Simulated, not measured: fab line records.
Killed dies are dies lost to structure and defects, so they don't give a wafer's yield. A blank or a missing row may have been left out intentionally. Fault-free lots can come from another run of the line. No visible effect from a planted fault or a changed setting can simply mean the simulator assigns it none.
Code-filled problem report in 8D (eight disciplines) form || flow sky130 || the parts of the form that need people (team, actions taken, sign-off) are left out

## 1. THE PROBLEM
At SKY_FIELD_ISO_WET_ETCH_28, run length s averages 40 s over 6 wafers from 2 lots, while fault-free wafers read 77 s, standard deviation 3.3. Measured from the usual mean, that is -11 standard deviations.
The step: etches SiO2 in dHF, target depth 23.7 nm, time 47 s.
First observed at day 6 06:45: wafer L214.4, on wet bench-03. Wafers with a number at this step in the record: 40, from 14 lots. Rule for "out" (also "out of limits"): further than 4 standard deviations from the usual mean. Any other wafer with a number is counted as sound.

## 2. WHAT THIS IS AND IS NOT
{"question": "which readings at this step", "is": "run length s", "is not": "-"}
{"question": "which lots", "is": "L214, L215", "is not": "L196, L198, L199, L200, L202, L203, L204, L206, L208, L209, L213, L217"}
{"question": "which wafers of those lots", "is": "all that have a number", "is not": "-"}
{"question": "read on which tools", "is": "wet bench-03", "is not": "wet bench-01, wet bench-04"}
{"question": "when", "is": "from day 6 06:45", "is not": "up to then (31 sound wafers); but 3 sound wafers of L217 came after"}

## 3. THE SUSPECTS, EACH WITH WHAT RULES IT OUT
Counting: a tool at a process step up to the reading stays a suspect if it ran every lot that is out and no sound lot after the first of them.
- wet bench-03 at SKY_FIELD_ISO_WET_ETCH_28 (etches SiO2 in dHF, target depth 23.7 nm, time 47 s): kept. It ran every lot that is out, first L214 (day 6 06:45), and no sound lot after that; its last sound lot up to then is L213 (day 6 02:41). Its own readings are out on those wafers: run length s.
After counting, what remains is wet bench-03 at SKY_FIELD_ISO_WET_ETCH_28.

## 4. THE CAUSE (what the simulator had put in)
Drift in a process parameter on wet bench-03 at SKY_FIELD_ISO_WET_ETCH_28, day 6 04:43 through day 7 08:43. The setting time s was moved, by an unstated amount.
Counting left only this tool.

## 5. THE CHAIN OF EFFECTS, in route order
Rows list readings where the struck wafers' mean (over those with a number) sits beyond 3 standard deviations from the usual. Scope: only readings with a usual standard deviation given in the record; hours: median across lots of the time from each lot's start at the first step in this table that gives one to its start at this step; sigmas: change in usual standard deviations.
{"hours": 0, "step": "SKY_FIELD_ISO_WET_ETCH_28", "reading": "run length s", "usual": "77 s", "on struck wafers": 40, "change": -37, "sigmas": -11}
The process steps in it:
- SKY_FIELD_ISO_WET_ETCH_28: etches SiO2 in dHF, target depth 23.7 nm, time 47 s.
Later measuring or inspecting steps at which every struck wafer that the step has a row for has a number for every such reading, and none has moved that far: SKY_VT_ADJUST_HVTP_CD_MEAS_07, SKY_VT_ADJUST_LVTN_TW_MEAS_10.

## 6. WHAT WOULD HAVE CAUGHT IT SOONER
First out-of-limits reading in this record: day 6 06:45, which is 2 hours after fault onset at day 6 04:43.
